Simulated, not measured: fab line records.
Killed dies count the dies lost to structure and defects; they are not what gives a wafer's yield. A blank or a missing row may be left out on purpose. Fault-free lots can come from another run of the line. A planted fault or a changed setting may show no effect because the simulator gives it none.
fab line records	flow sky130
[record] lots = 24	wafers = 72	last-day = 50
route steps=708 shown LOCAL_INTERCONNECT@388 METAL2@489 VIA2@529 METAL3@569 VIA3@574
lots with no fault: from the same line, run without faults
start-h: the number of hours between the record's first day and the start of the first shown wafer of the lot	wait-h: hours elapsed since this lot's preceding step	" unchanged from the row above	L1.1+2: a row that stands for several wafers	- no value, or no start given	* or withheld: withheld	< > ~ a bound
route shown NAME@n: names a module that has steps shown in the file, with the first one's number in the route	usual: mean/standard deviation of fault-free wafers	same: alike in all rows	chamber/n: place in a boat	sites: readings site by site	_std_site: the standard deviation of these	_edge_site: inner sites' mean taken away from outer sites' mean	radius-mm: for every site, how far away it sits from the centre of the wafer	mask NAME#n: copy n	behind: tool/chamber where the wafer was last shaped	hold: the reason the lot was held/the length of the hold in hours/how it ended	device: the n, p or np transistor that did not switch	end of line: tests of these same wafers at the route's end	a step given without rows: its recipe and nothing more	killed: at the first sort, the dies lost to defects and structure; wafer yield is something else	map: a wafer's dies, x killed, . not, _ none there
set.NAME: the setting as run; set.NAME@STEP: as run at that earlier step	model.NAME: the simulator's own value behind a step, which no gauge read
the route's steps for a sample of lots (tables are steps, rows are wafers)
services: from which hour (start-h, from the record's first day; less than 0 if before it) a tool's chamber was out of use, for how many hours, and why
[[steps]]
[step SKY_LOCAL_INTERCONNECT_RS_MEAS_01]
[recipe] thk-meas-gauge = four-point-probe	reads = TiN_of_LOCAL_INTERCONNECT_SPUTTER_00
[usual] LOCAL_INTERCONNECT_TIN_RS = 14.07/0.19
lot.wafer	tool	chamber	start-h	wait-h	LOCAL_INTERCONNECT_TIN_RS[ohm/sq]
L074.2	film-metro-02	-	673.16	0.1	14.11
L074.3	"	-	"	"	13.92
L074.4	"	-	"	"	14.09
L075.1	film-metro-02	-	693.76	0.0	14.18
L075.5	"	-	"	"	14.09
L075.6	"	-	"	"	13.99
L076.2	film-metro-01	-	705.94	0.1	14.06
L076.3	"	-	"	"	13.92
L076.5	"	-	"	"	14.11
L077.1	film-metro-02	-	711.24	0.0	14.34
L077.4	"	-	"	"	14.03
L077.5	"	-	"	"	13.97
L078.1	film-metro-02	-	715.77	0.0	13.84
L078.4	"	-	"	"	14.10
L078.6	"	-	"	"	14.09
L079.1	film-metro-02	-	724.64	0.0	13.74
L079.3	"	-	"	"	13.96
L079.5	"	-	"	"	14.10
L080.3	film-metro-02	-	730.60	0.1	13.90
L080.5	"	-	"	"	13.93
L080.6	"	-	"	"	13.85
L081.1	film-metro-01	-	741.49	0.0	14.49
L081.3	"	-	"	"	14.05
L081.4	"	-	"	"	14.41
L082.2	film-metro-01	-	754.42	0.1	14.08
L082.5	"	-	"	"	14.00
L082.6	"	-	"	"	13.92
L083.3	film-metro-02	-	760.33	0.1	13.93
L083.4	"	-	"	"	13.91
L083.6	"	-	"	"	13.88
L085.3	film-metro-01	-	769.63	0.1	13.86
L085.5	"	-	"	"	14.03
L085.6	"	-	"	"	13.97
L084.3	film-metro-04	-	770.81	0.1	13.69
L084.5	"	-	"	"	14.31
L084.6	"	-	"	"	13.98
L086.1	film-metro-02	-	779.16	0.0	14.14
L086.2	"	-	"	"	14.35
L086.5	"	-	"	"	14.47
L087.1	film-metro-02	-	784.71	0.0	14.03
L087.2	"	-	"	"	14.12
L087.4	"	-	"	"	14.08
L088.2	film-metro-02	-	798.18	0.1	14.15
L088.3	"	-	"	"	13.97
L088.6	"	-	"	"	14.01
L089.4	film-metro-01	-	811.32	0.1	14.00
L089.5	"	-	"	"	13.84
L089.6	"	-	"	"	13.92
L091.3	film-metro-02	-	815.31	0.1	14.43
L091.4	"	-	"	"	14.48
L091.6	"	-	"	"	14.16
L090.1	film-metro-02	-	819.48	0.0	13.95
L090.2	"	-	"	"	14.43
L090.5	"	-	"	"	14.30
L092.2	film-metro-04	-	823.03	0.1	13.99
L092.3	"	-	"	"	14.35
L092.4	"	-	"	"	13.85
L093.1	film-metro-02	-	833.88	0.0	13.85
L093.2	"	-	"	"	14.05
L093.6	"	-	"	"	13.93
L095.2	film-metro-01	-	834.96	0.1	14.06
L095.4	"	-	"	"	14.05
L095.5	"	-	"	"	14.06
L094.1	film-metro-04	-	836.54	0.0	13.63
L094.5	"	-	"	"	14.15
L094.6	"	-	"	"	13.72
L096.3	film-metro-04	-	840.50	0.1	13.90
L096.4	"	-	"	"	14.14
L096.6	"	-	"	"	14.07
L097.2	film-metro-01	-	857.36	0.1	14.09
L097.4	"	-	"	"	13.85
L097.5	"	-	"	"	14.31
[step SKY_LOCAL_INTERCONNECT_CD_MEAS_11]
[recipe] target-cd-nm = 170
[usual] cd-nm = 169.8/1.6
lot.wafer	tool	chamber	start-h	wait-h	cd-nm
L074.2	cd-sem-01	-	701.00	-	168.1
L074.3	"	-	"	"	167.3
L074.4	"	-	"	"	166.3
L075.1	cd-sem-01	-	721.93	-	169.7
L075.5	"	-	"	"	169.3
L075.6	"	-	"	"	171.0
L076.2	cd-sem-02	-	733.51	-	169.7
L076.3	"	-	"	"	171.8
L076.5	"	-	"	"	170.8
L077.1	cd-sem-02	-	738.96	-	167.5
L077.4	"	-	"	"	165.9
L077.5	"	-	"	"	168.5
L078.1	cd-sem-02	-	743.28	-	171.4
L078.4	"	-	"	"	171.1
L078.6	"	-	"	"	169.8
L079.1	cd-sem-02	-	752.23	-	173.9
L079.3	"	-	"	"	174.6
L079.5	"	-	"	"	173.2
L080.3	cd-sem-01	-	757.82	-	170.2
L080.5	"	-	"	"	170.2
L080.6	"	-	"	"	169.2
L081.1	cd-sem-02	-	769.08	-	169.9
L081.3	"	-	"	"	169.5
L081.4	"	-	"	"	170.2
L082.2	cd-sem-01	-	781.60	-	171.7
L082.5	"	-	"	"	170.5
L082.6	"	-	"	"	171.4
L083.3	cd-sem-02	-	787.22	-	171.0
L083.4	"	-	"	"	172.1
L083.6	"	-	"	"	170.8
L085.3	cd-sem-02	-	795.40	-	169.5
L085.5	"	-	"	"	168.8
L085.6	"	-	"	"	168.8
L084.3	cd-sem-02	-	797.17	-	167.0
L084.5	"	-	"	"	169.3
L084.6	"	-	"	"	167.4
L086.1	cd-sem-01	-	806.06	-	168.2
L086.2	"	-	"	"	170.7
L086.5	"	-	"	"	170.1
L087.1	cd-sem-02	-	810.73	-	168.2
L087.2	"	-	"	"	168.1
L087.4	"	-	"	"	170.6
L088.2	cd-sem-02	-	823.78	-	168.0
L088.3	"	-	"	"	169.3
L088.6	"	-	"	"	170.1
L089.4	cd-sem-01	-	837.44	-	172.3
L089.5	"	-	"	"	171.1
L089.6	"	-	"	"	172.1
L091.3	cd-sem-01	-	841.22	-	168.5
L091.4	"	-	"	"	168.6
L091.6	"	-	"	"	168.1
L090.1	cd-sem-01	-	845.96	-	168.6
L090.2	"	-	"	"	168.8
L090.5	"	-	"	"	169.1
L092.2	cd-sem-02	-	848.75	-	170.9
L092.3	"	-	"	"	170.0
L092.4	"	-	"	"	171.4
L093.1	cd-sem-01	-	859.68	-	169.0
L093.2	"	-	"	"	169.7
L093.6	"	-	"	"	170.3
L095.2	cd-sem-02	-	860.65	-	170.3
L095.4	"	-	"	"	170.1
L095.5	"	-	"	"	169.1
L094.1	cd-sem-01	-	862.01	-	169.9
L094.5	"	-	"	"	168.2
L094.6	"	-	"	"	170.0
L096.3	cd-sem-01	-	865.72	-	168.2
L096.4	"	-	"	"	169.1
L096.6	"	-	"	"	169.2
L097.2	cd-sem-02	-	883.20	-	170.8
L097.4	"	-	"	"	170.7
L097.5	"	-	"	"	168.7
[step SKY_METAL2_THK_MEAS_06]
[recipe] thk-meas-gauge = xrf	reads = AlCu_of_METAL2_SPUTTER_02
[usual] METAL2_ALCU_THK = 249/4.3
lot.wafer	tool	chamber	start-h	wait-h	METAL2_ALCU_THK[nm]
L074.2	film-metro-02	-	789.50	0.1	246
L074.3	"	-	"	"	246
L074.4	"	-	"	"	251
L075.1	film-metro-02	-	809.41	0.1	249
L075.5	"	-	"	"	243
L075.6	"	-	"	"	248
L076.2	film-metro-01	-	819.99	0.1	252
L076.3	"	-	"	"	250
L076.5	"	-	"	"	246
L077.1	film-metro-02	-	824.81	0.1	244
L077.4	"	-	"	"	244
L077.5	"	-	"	"	244
L078.1	film-metro-04	-	829.15	0.1	249
L078.4	"	-	"	"	255
L078.6	"	-	"	"	258
L079.1	film-metro-02	-	837.23	0.1	244
L079.3	"	-	"	"	245
L079.5	"	-	"	"	247
L080.3	film-metro-04	-	842.68	0.1	254
L080.5	"	-	"	"	256
L080.6	"	-	"	"	244
L081.1	film-metro-01	-	854.51	0.1	255
L081.3	"	-	"	"	252
L081.4	"	-	"	"	250
L082.2	film-metro-04	-	865.43	0.1	250
L082.5	"	-	"	"	246
L082.6	"	-	"	"	250
L083.3	film-metro-02	-	871.83	0.1	249
L083.4	"	-	"	"	253
L083.6	"	-	"	"	247
L085.3	film-metro-02	-	878.42	0.1	252
L085.5	"	-	"	"	250
L085.6	"	-	"	"	251
L084.3	film-metro-02	-	881.20	0.1	247
L084.5	"	-	"	"	248
L084.6	"	-	"	"	249
L086.1	film-metro-01	-	890.20	0.1	249
L086.2	"	-	"	"	251
L086.5	"	-	"	"	248
L087.1	film-metro-02	-	895.64	0.1	250
L087.2	"	-	"	"	248
L087.4	"	-	"	"	247
L088.2	film-metro-01	-	906.74	0.1	256
L088.3	"	-	"	"	248
L088.6	"	-	"	"	254
L089.4	film-metro-04	-	920.36	0.1	245
L089.5	"	-	"	"	243
L089.6	"	-	"	"	252
L091.3	film-metro-02	-	922.77	0.1	248
L091.4	"	-	"	"	248
L091.6	"	-	"	"	252
L090.1	film-metro-04	-	928.28	0.1	246
L090.2	"	-	"	"	246
L090.5	"	-	"	"	245
L092.2	film-metro-01	-	930.01	0.1	253
L092.3	"	-	"	"	252
L092.4	"	-	"	"	246
L093.1	film-metro-01	-	941.60	0.1	251
L093.2	"	-	"	"	250
L093.6	"	-	"	"	245
L095.2	film-metro-02	-	942.92	0.1	249
L095.4	"	-	"	"	246
L095.5	"	-	"	"	246
L094.1	film-metro-04	-	943.34	0.1	249
L094.5	"	-	"	"	246
L094.6	"	-	"	"	239
L096.3	film-metro-01	-	946.96	0.1	262
L096.4	"	-	"	"	255
L096.6	"	-	"	"	251
L097.2	film-metro-01	-	963.90	0.1	252
L097.4	"	-	"	"	261
L097.5	"	-	"	"	259
[step SKY_VIA2_RS_MEAS_22]
[recipe] thk-meas-gauge = four-point-probe	reads = W_of_VIA2_CVD_21+TiN_of_VIA2_SPUTTER_20
[usual] VIA2_W_RS = 0.272/0.0048
lot.wafer	tool	chamber	start-h	wait-h	VIA2_W_RS[ohm/sq]
L074.2	film-metro-04	-	844.48	0.1	0.265
L074.3	"	-	"	"	0.277
L074.4	"	-	"	"	0.266
L075.1	film-metro-04	-	863.42	0.1	0.274
L075.5	"	-	"	"	0.277
L075.6	"	-	"	"	0.269
L076.2	film-metro-04	-	875.48	0.1	0.280
L076.3	"	-	"	"	0.275
L076.5	"	-	"	"	0.280
L077.1	film-metro-04	-	878.62	0.1	0.267
L077.4	"	-	"	"	0.270
L077.5	"	-	"	"	0.280
L078.1	film-metro-04	-	883.11	0.1	0.276
L078.4	"	-	"	"	0.279
L078.6	"	-	"	"	0.274
L079.1	film-metro-02	-	891.01	0.1	0.276
L079.3	"	-	"	"	0.275
L079.5	"	-	"	"	0.274
L080.3	film-metro-04	-	895.75	0.1	0.270
L080.5	"	-	"	"	0.272
L080.6	"	-	"	"	0.274
L081.1	film-metro-02	-	908.66	0.1	0.267
L081.3	"	-	"	"	0.273
L081.4	"	-	"	"	0.267
L082.2	film-metro-03	-	919.11	0.1	0.277
L082.5	"	-	"	"	0.274
L082.6	"	-	"	"	0.271
L083.3	film-metro-02	-	925.25	0.1	0.277
L083.4	"	-	"	"	0.267
L083.6	"	-	"	"	0.277
L085.3	film-metro-04	-	931.68	0.1	0.275
L085.5	"	-	"	"	0.273
L085.6	"	-	"	"	0.264
L084.3	film-metro-04	-	933.28	0.1	0.274
L084.5	"	-	"	"	0.270
L084.6	"	-	"	"	0.272
L086.1	film-metro-03	-	942.54	0.1	0.273
L086.2	"	-	"	"	0.264
L086.5	"	-	"	"	0.265
L087.1	film-metro-04	-	947.56	0.1	0.280
L087.2	"	-	"	"	0.271
L087.4	"	-	"	"	0.280
L088.2	film-metro-03	-	957.86	0.1	0.273
L088.3	"	-	"	"	0.267
L088.6	"	-	"	"	0.267
L089.4	film-metro-02	-	971.04	0.1	0.268
L089.5	"	-	"	"	0.269
L089.6	"	-	"	"	0.273
L091.3	film-metro-02	-	973.45	0.1	0.273
L091.4	"	-	"	"	0.275
L091.6	"	-	"	"	0.277
L090.1	film-metro-02	-	979.46	0.1	0.272
L090.2	"	-	"	"	0.271
L090.5	"	-	"	"	0.270
L092.2	film-metro-02	-	980.06	0.1	0.281
L092.3	"	-	"	"	0.280
L092.4	"	-	"	"	0.268
L093.1	film-metro-04	-	991.40	0.1	0.264
L093.2	"	-	"	"	0.271
L093.6	"	-	"	"	0.268
L095.2	film-metro-02	-	992.34	0.1	0.271
L095.4	"	-	"	"	0.273
L095.5	"	-	"	"	0.271
L094.1	film-metro-03	-	993.62	0.1	0.263
L094.5	"	-	"	"	0.267
L094.6	"	-	"	"	0.279
L096.3	film-metro-02	-	996.66	0.1	0.276
L096.4	"	-	"	"	0.273
L096.6	"	-	"	"	0.277
L097.2	film-metro-03	-	1013.10	0.1	0.263
L097.4	"	-	"	"	0.275
L097.5	"	-	"	"	0.265
[step SKY_METAL3_STRIP_19]
[recipe] chemistry = O2/N2	power-w = 1400	pressure-mtorr = 1500	platen-temp-c = withheld	o2-flow-sccm = 3000	n2-flow-sccm = 300	overash-fraction = 0.5
[usual] chamber-pressure-mTorr = 1500.0/1.5	drypump-motor-current-A = 5.51/0.2	n2-flow-sccm = 300.0/0.93	oes-product-au = 0.502/0.0055	strip-time-to-endpoint-s = 6.52/0.092
lot.wafer	tool	chamber	start-h	wait-h	chamber-pressure-mTorr	drypump-motor-current-A	n2-flow-sccm	oes-product-au	rf-hours-counter-h	strip-time-to-endpoint-s
L074.2	plasma-asher-01	0	897.76	0.1	1498.2	5.57	299.6	0.502	79	6.47
L074.3	"	1	"	"	1502.6	5.46	300.3	0.500	-	6.48
L074.4	"	0	"	"	1498.8	5.56	299.3	0.500	-	6.48
L075.1	plasma-asher-01	1	915.94	0.1	1502.4	5.45	299.9	0.504	81	6.50
L075.5	"	1	"	"	1500.3	5.46	300.0	0.501	-	6.43
L075.6	"	0	"	"	1499.6	5.60	299.0	0.503	-	6.54
L076.2	plasma-asher-02	1	926.40	0.1	1500.2	5.23	299.3	0.516	16	6.69
L076.3	"	0	"	"	1498.9	5.75	300.4	0.510	-	6.62
L076.5	"	1	"	"	1499.5	5.26	299.4	0.512	-	6.62
L077.1	plasma-asher-02	1	930.50	0.1	1501.5	5.25	300.4	0.494	17	6.36
L077.4	"	1	"	"	1498.8	5.23	298.7	0.502	-	6.47
L077.5	"	0	"	"	1500.5	5.76	299.1	0.501	-	6.50
L078.1	plasma-asher-01	1	934.56	0.1	1501.3	5.45	301.3	0.493	83	6.39
L078.4	"	1	"	"	1502.5	5.44	300.6	0.503	-	6.52
L078.6	"	1	"	"	1500.2	5.46	301.1	0.491	-	6.39
L079.1	plasma-asher-02	0	943.01	0.1	1500.2	5.78	299.8	0.502	18	6.48
L079.3	"	1	"	"	1498.5	5.24	299.4	0.504	-	6.58
L079.5	"	0	"	"	1500.9	5.79	300.1	0.500	-	6.60
L080.3	plasma-asher-01	1	947.38	0.1	1501.3	5.45	301.4	0.508	-	6.71
L080.5	"	1	"	"	1497.0	5.47	300.2	0.502	-	6.68
L080.6	"	0	"	"	1499.0	5.51	300.1	0.509	-	6.69
L081.1	plasma-asher-03	1	958.19	0.1	1499.3	5.75	301.3	0.516	112	6.62
L081.3	"	0	"	"	1500.2	5.29	300.4	0.501	-	6.56
L081.4	"	1	"	"	1500.3	5.75	301.5	0.502	-	6.48
L082.2	plasma-asher-02	1	969.94	0.1	1502.4	5.27	298.4	0.495	21	6.42
L082.5	"	0	"	"	1499.9	5.76	300.2	0.502	-	6.38
L082.6	"	1	"	"	1500.1	5.24	297.1	0.509	-	6.55
L083.3	plasma-asher-01	1	975.78	0.1	1500.6	5.44	300.8	0.508	-	6.41
L083.4	"	0	"	"	1498.5	5.56	298.7	0.507	-	6.45
L083.6	"	1	"	"	1498.7	5.44	300.2	0.495	-	6.41
L085.3	plasma-asher-03	1	981.65	0.1	1499.8	5.76	300.6	0.501	-	6.62
L085.5	"	0	"	"	1498.3	5.31	299.5	0.502	-	6.53
L085.6	"	1	"	"	1499.3	5.76	300.7	0.507	-	6.63
L084.3	plasma-asher-01	1	982.80	0.1	1501.8	5.44	300.2	0.505	-	6.58
L084.5	"	1	"	"	1500.0	5.45	299.6	0.498	-	6.50
L084.6	"	0	"	"	1499.5	5.55	298.9	0.493	-	6.40
L086.1	plasma-asher-03	0	991.41	0.1	1500.1	5.27	299.6	0.505	116	6.63
L086.2	"	1	"	"	1501.4	5.79	299.6	0.504	116	6.65
L086.5	"	0	"	"	1499.9	5.29	299.7	0.507	-	6.67
L087.1	plasma-asher-02	0	996.70	0.1	1498.3	5.76	301.3	0.502	24	6.42
L087.2	"	1	"	"	1504.0	5.26	300.2	0.498	24	6.58
L087.4	"	0	"	"	1497.9	5.77	301.2	0.492	-	6.39
L088.2	plasma-asher-02	1	1007.11	0.1	1497.6	5.24	298.4	0.504	25	6.45
L088.3	"	0	"	"	1497.6	5.75	300.8	0.498	-	6.53
L088.6	"	0	"	"	1500.6	5.76	300.7	0.502	-	6.51
L089.4	plasma-asher-03	1	1019.44	0.1	1500.6	5.75	300.0	0.509	-	6.54
L089.5	"	0	"	"	1501.4	5.26	299.2	0.493	-	6.54
L089.6	"	1	"	"	1498.8	5.77	298.3	0.492	-	6.40
L091.3	plasma-asher-01	1	1021.99	0.1	1501.8	5.45	298.6	0.498	-	6.44
L091.4	"	0	"	"	1498.1	5.60	298.9	0.494	-	6.39
L091.6	"	1	"	"	1502.8	5.47	300.4	0.503	-	6.56
L090.1	plasma-asher-01	1	1028.15	0.1	1502.7	5.46	300.8	0.502	92	6.56
L090.2	"	0	"	"	1500.4	5.57	299.3	0.501	92	6.37
L090.5	"	0	"	"	1500.5	5.56	300.2	0.500	-	6.45
L092.2	plasma-asher-03	0	1028.71	0.1	1500.8	5.26	300.1	0.506	119	6.61
L092.3	"	0	"	"	1500.2	5.27	299.8	0.501	-	6.68
L092.4	"	1	"	"	1500.2	5.76	301.7	0.500	-	6.46
L093.1	plasma-asher-02	1	1039.25	0.1	1499.0	5.23	299.7	0.494	28	6.65
L093.2	"	0	"	"	1501.5	5.75	300.6	0.506	28	6.60
L093.6	"	1	"	"	1500.8	5.26	300.9	0.504	-	6.57
L095.2	plasma-asher-02	0	1040.46	0.1	1500.7	5.75	301.3	0.501	28	6.58
L095.4	"	1	"	"	1499.9	5.25	301.0	0.500	-	6.49
L095.5	"	0	"	"	1496.6	5.74	301.4	0.509	-	6.50
L094.1	plasma-asher-01	0	1041.33	0.1	1500.0	5.60	298.7	0.508	93	6.50
L094.5	"	0	"	"	1500.2	5.57	298.5	0.506	-	6.67
L094.6	"	1	"	"	1500.0	5.45	301.3	0.500	-	6.48
L096.3	plasma-asher-03	1	1043.93	0.1	1498.6	5.77	300.2	0.507	-	6.43
L096.4	"	0	"	"	1501.0	5.28	300.4	0.507	-	6.66
L096.6	"	1	"	"	1500.3	5.78	299.9	0.511	-	6.69
L097.2	plasma-asher-02	1	1060.89	0.2	1500.9	5.23	299.6	0.494	30	6.45
L097.4	"	0	"	"	1503.1	5.76	299.2	0.494	-	6.46
L097.5	"	0	"	"	1500.5	5.77	299.5	0.488	-	6.41
[step SKY_VIA3_THK_MEAS_01]
[recipe] reads = SiO2_of_VIA3_HDPCVD_00
[usual] VIA3_HDPCVD_THK = 1667/21
lot.wafer	tool	chamber	start-h	wait-h	VIA3_HDPCVD_THK[nm]
L074.2	film-metro-04	-	898.54	0.1	1650
L074.3	"	-	"	"	1634
L074.4	"	-	"	"	1664
L075.1	film-metro-03	-	916.77	0.1	1613
L075.5	"	-	"	"	1651
L075.6	"	-	"	"	1632
L076.2	film-metro-01	-	927.18	0.1	1635
L076.3	"	-	"	"	1648
L076.5	"	-	"	"	1647
L077.1	film-metro-03	-	931.35	0.2	1649
L077.4	"	-	"	"	1627
L077.5	"	-	"	"	1629
L078.1	film-metro-04	-	935.32	0.1	1658
L078.4	"	-	"	"	1670
L078.6	"	-	"	"	1668
L079.1	film-metro-03	-	943.77	0.1	1663
L079.3	"	-	"	"	1672
L079.5	"	-	"	"	1672
L080.3	film-metro-01	-	948.12	0.1	1656
L080.5	"	-	"	"	1653
L080.6	"	-	"	"	1657
L081.1	film-metro-01	-	958.99	0.1	1668
L081.3	"	-	"	"	1637
L081.4	"	-	"	"	1654
L082.2	film-metro-03	-	970.75	0.1	1661
L082.5	"	-	"	"	1665
L082.6	"	-	"	"	1673
L083.3	film-metro-04	-	976.54	0.1	1663
L083.4	"	-	"	"	1664
L083.6	"	-	"	"	1669
L085.3	film-metro-01	-	982.39	0.1	1662
L085.5	"	-	"	"	1664
L085.6	"	-	"	"	1670
L084.3	film-metro-04	-	983.54	0.1	1675
L084.5	"	-	"	"	1674
L084.6	"	-	"	"	1689
L086.1	film-metro-04	-	992.17	0.1	1689
L086.2	"	-	"	"	1686
L086.5	"	-	"	"	1677
L087.1	film-metro-03	-	997.46	0.1	1628
L087.2	"	-	"	"	1652
L087.4	"	-	"	"	1631
L088.2	film-metro-03	-	1007.88	0.1	1675
L088.3	"	-	"	"	1709
L088.6	"	-	"	"	1695
L089.4	film-metro-01	-	1020.20	0.0	1681
L089.5	"	-	"	"	1691
L089.6	"	-	"	"	1680
L091.3	film-metro-03	-	1022.74	0.1	1677
L091.4	"	-	"	"	1700
L091.6	"	-	"	"	1666
L090.1	film-metro-04	-	1028.92	0.1	1659
L090.2	"	-	"	"	1668
L090.5	"	-	"	"	1653
L092.2	film-metro-01	-	1029.52	0.1	1713
L092.3	"	-	"	"	1692
L092.4	"	-	"	"	1712
L093.1	film-metro-01	-	1040.01	0.1	1685
L093.2	"	-	"	"	1696
L093.6	"	-	"	"	1683
L095.2	film-metro-03	-	1041.26	0.1	1676
L095.4	"	-	"	"	1700
L095.5	"	-	"	"	1699
L094.1	film-metro-01	-	1042.13	0.1	1652
L094.5	"	-	"	"	1664
L094.6	"	-	"	"	1652
L096.3	film-metro-01	-	1044.67	0.1	1681
L096.4	"	-	"	"	1665
L096.6	"	-	"	"	1671
L097.2	film-metro-01	-	1061.66	0.1	1663
L097.4	"	-	"	"	1673
L097.5	"	-	"	"	1683
[[services]]
tool	chamber	start-h	hours	kind
plasma-asher-01	-	906.84	2.8	pm
plasma-asher-01	-	925.67	0.8	repair
plasma-asher-01	-	983.72	1.2	repair
plasma-asher-03	-	1001.37	4.3	pm
plasma-asher-03	-	1055.25	9.0	pm
plasma-asher-03	0	1055.25	9.0	vent-cycle
plasma-asher-03	1	1055.25	9.0	vent-cycle
[[key]]
fault none
